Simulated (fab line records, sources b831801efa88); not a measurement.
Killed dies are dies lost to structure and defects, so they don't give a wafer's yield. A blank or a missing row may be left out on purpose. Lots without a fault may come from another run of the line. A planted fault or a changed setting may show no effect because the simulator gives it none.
Which tool did it? | flow sky130 | 14 lots, 42 wafers sampled, at 1 step of a route of 708

WHAT THE GAUGES READ, wafer by wafer
The record holds no reading of a measuring or inspecting step that can be judged against a usual standard deviation.

WHICH TOOL RAN EACH LOT (tool, then ch and the chambers of the sampled wafers, then the start)
lot  | SKY_FIELD_ISO_WET_ETCH_30
L351 | wet_bench-01 ch 3, day 2 15:54
L353 | wet_bench-03 ch 0, day 3 02:29
L354 | wet_bench-04 ch 3, day 3 06:59
L355 | wet_bench-01 ch 0, day 3 12:36
L356 | wet_bench-01 ch 1, day 3 20:43
L357 | wet_bench-03 ch 3, day 3 23:35
L358 | wet_bench-04 ch 2, day 4 05:21
L359 | wet_bench-04 ch 2, day 4 10:34
L363 | wet_bench-01 ch 0, day 5 07:49
L365 | wet_bench-01 ch 3, day 5 15:10
L368 | wet_bench-01 ch 1, day 6 09:04
L369 | wet_bench-04 ch 3, day 6 14:44
L371 | wet_bench-03 ch 3, day 7 01:10
L373 | wet_bench-04 ch 1, day 7 11:12
- SKY_FIELD_ISO_WET_ETCH_30: etches SiO2 in dHF, target depth 25 nm, time 50 s.

WHAT THE TOOLS THEMSELVES READ (means of the sampled wafers that have a number; where no wafer has one, the mark that the record gives instead)
SKY_FIELD_ISO_WET_ETCH_30. Usual: run_length_s 79 s, standard deviation 3; temp_c 24.98 C, standard deviation 0.11.
lot  | tool         | run_length_s (s) | temp_c (C) | flag
L351 | wet_bench-01 | 77               | 25.06      |
L353 | wet_bench-03 | 81               | 24.85      |
L354 | wet_bench-04 | 76               | 25.11      |
L355 | wet_bench-01 | 77               | 24.91      |
L356 | wet_bench-01 | 75               | 25.01      |
L357 | wet_bench-03 | 75               | 25.09      |
L358 | wet_bench-04 | 76               | 24.89      |
L359 | wet_bench-04 | 78               | 25.01      |
L363 | wet_bench-01 | 83               | 25.00      |
L365 | wet_bench-01 | 90               | 24.92      | OFF
L368 | wet_bench-01 | 89               | 24.89      | OFF
L369 | wet_bench-04 | 77               | 25.05      |
L371 | wet_bench-03 | 82               | 25.05      |
L373 | wet_bench-04 | 76               | 24.83      |

THE ANSWER, worked out from the rows above alone
Rule: a lot is off if the mean of its wafers that have a number lies more than 3 standard deviations from the usual mean. A lot without any number at a reading at which 4 lots or more have one is off too. The other lots that the step has rows for count as sound. The gauges are gone through in route order, then the tools' own readings, and for those a lot's mean is taken as printed above. The first step at which some lot is off is used, and at that step the reading that is off furthest; a lot without a number counts as furthest.
Off: L365, L368, at SKY_FIELD_ISO_WET_ETCH_30 (run_length_s).
A tool fits if, at that step or a process step before it, it ran every lot that is off, and no sound lot after the first of them. One fits: wet_bench-01 at SKY_FIELD_ISO_WET_ETCH_30. Its last sound lot is L363 (day 5 07:49), its first lot that is off L365 (day 5 15:10): a fault that began between those two fits.

WHAT THE SIMULATOR HAD PUT IN
Process parameter drift: wet_bench-01, from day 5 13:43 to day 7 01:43, at SKY_FIELD_ISO_WET_ETCH_30. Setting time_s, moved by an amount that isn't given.
Lots struck among those shown: L365, L368. The rule above found the same.
